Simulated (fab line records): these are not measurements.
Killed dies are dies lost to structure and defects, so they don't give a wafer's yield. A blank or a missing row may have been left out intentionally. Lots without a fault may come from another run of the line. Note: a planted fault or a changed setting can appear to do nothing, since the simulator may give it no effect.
Chamber matching | flow sky130 | SKY_VIA2_CMP_02 on cmp-01 has 4 sister chambers
The step polishes SiO2. 4 wafers are shown with their chamber, then 10 later ones without.

== WAFERS PAIRED WITH THEIR CHAMBERS ==
wafer  | chamber | motorCurrentA (A)
L567.1 | 1       | 11.5
L567.6 | 2       | 14.1
L570.1 | 0       | 11.6
L570.3 | 3       | 11.9

== WAFERS WHOSE CHAMBER IS MISSING ==
wafer  | motorCurrentA (A)
L570.6 | 12.0
L576.2 | 11.8
L576.3 | 12.3
L576.6 | 13.4
L578.2 | 11.9
L578.3 | 10.5
L578.6 | 11.6
L580.2 | 13.1
L580.3 | 12.2
L580.4 | 11.6

== CHAMBER TAKEN BY EACH ==
wafer  | from the rows above               | in truth
L570.6 | can't be placed: 3 or 0 or 1      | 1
L576.2 | can't be placed: 3 or 0 or 1      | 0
L576.3 | can't be placed: 3 or 0 or 1      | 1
L576.6 | can't be placed: 2 or 3           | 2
L578.2 | can't be placed: 3 or 0 or 1      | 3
L578.3 | can't be placed: 1 or 0 or 3      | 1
L578.6 | can't be placed: 0 or 1 or 3      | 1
L580.2 | can't be placed: 2 or 3 or 0 or 1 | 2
L580.3 | can't be placed: 3 or 0 or 1      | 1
L580.4 | can't be placed: 0 or 1 or 3      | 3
Correct placement for 0 of the 10. Unplaceable from these rows: 10, with the true chamber sitting among the candidates in 10. 0 placed wrongly.
How it was worked out, from the rows above alone: a wafer's distance from a chamber is the root of the sum, over the readings, of the square of ((its reading less the chamber's mean) divided by the reading's scatter). If the next closest chamber is less than 2 further off than the closest, the wafer can't be placed; otherwise it belongs to the closest. A chamber's mean is the mean of its shown wafers. The scatter: root of mean squared gap, hidden wafer to nearest shown wafer, with one shown wafer a chamber.
